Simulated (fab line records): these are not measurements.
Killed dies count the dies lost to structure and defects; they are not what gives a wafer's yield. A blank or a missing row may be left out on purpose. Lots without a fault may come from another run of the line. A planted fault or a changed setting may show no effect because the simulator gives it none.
The same fault as seen by 2 desks -- flow sky130 -- every desk sees just its own numbers, and what lay behind them comes last

== AT THE TOOL OWNER'S DESK: implanter-01 ==
The tool's own readings at SKY_SD_N_IMPLANT_09, given as means over the sampled wafers that have a number, one for each lot that went through this tool. A lot is out of limits, marked OUT, if its mean lies more than 4 standard deviations from the usual mean; the brackets give that distance.
Columns: A = beam on s at SKY_SD_N_IMPLANT_09, usual 19.7 s; B = end station pressure torr at SKY_SD_N_IMPLANT_09, usual 1.24e-05 Torr
lot,first seen here,A,B
L129,day 30 14:49,19.9,1.20e-05
L135,day 31 21:48,22.6,5.37e-05 (+52) OUT
L136,day 32 05:41,22.6,5.30e-05 (+51) OUT
Finding of this desk: L135, L136 out of limits; the first was L135 at day 31 21:48, on end station pressure torr at SKY_SD_N_IMPLANT_09. L129: within limits.

== THE METROLOGY DESK ==
What the gauges read, lot by lot, whatever tool the lot ran on: means of the sampled wafers that have a number. A lot is out of limits, marked OUT, if its mean lies more than 4 standard deviations from the usual mean; the brackets give that distance.
Columns: A = FIELD_ISO_OXIDATION_00_THK at SKY_FIELD_ISO_THK_MEAS_02, usual 11.90 nm; B = POLY_GATE_OXIDATION_THK at SKY_POLY_GATE_THK_MEAS_21, usual 4.01 nm; C = LDD_N_OVL at SKY_LDD_N_OVL_MEAS_07, usual 0.9 nm; D = SD_N_RS at SKY_SD_N_RS_MEAS_16, usual 68.57 ohm/sq
lot,first seen here,A,B,C,D
L124,day 1 16:38,11.34,3.89,1.4,68.54
L125,day 1 22:49,11.73,4.04,-0.6,68.65
L127,day 2 08:14,11.75,3.89,1.5,68.56
L128,day 2 12:38,11.55,3.94,1.9,68.48
L129,day 2 18:29,11.96,4.06,1.0,68.49
L135,day 4 00:52,11.81,4.04,2.3,67.60 (-8.8) OUT
L136,day 4 05:56,11.75,3.96,0.0,67.46 (-10) OUT
L142,day 5 10:41,11.83,4.10,0.4,68.36
L143,day 5 15:38,12.01,3.96,0.2,68.57
L145,day 6 01:39,12.03,4.25,0.9,68.60
L146,day 6 08:38,12.27,4.15,0.3,68.55
This desk finds L135, L136 out of limits, with the earliest case on L135 at day 31 22:31 (SD_N_RS at SKY_SD_N_RS_MEAS_16). L124, L125, L127, L128, L129, L142, L143, L145, L146: within limits.

== BROUGHT TOGETHER ==
The tool owner's desk could have raised an alarm at day 31 21:48, on L135, L136.
The metrology desk could have raised an alarm at day 31 22:31, on L135, L136.
The lots listed all ran SKY_SD_N_IMPLANT_09 on implanter-01.

== WHAT THE SIMULATOR HAD PUT IN ==
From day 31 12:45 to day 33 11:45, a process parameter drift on implanter-01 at SKY_SD_N_IMPLANT_09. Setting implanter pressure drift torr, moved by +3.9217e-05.
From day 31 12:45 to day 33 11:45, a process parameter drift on implanter-01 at SKY_SD_N_IMPLANT_09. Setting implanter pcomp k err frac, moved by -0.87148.
Lots struck among those shown: L135, L136.
Hours from the fault's start to each desk's first reading out of limits: the tool owner's desk, 9; the metrology desk, 10.
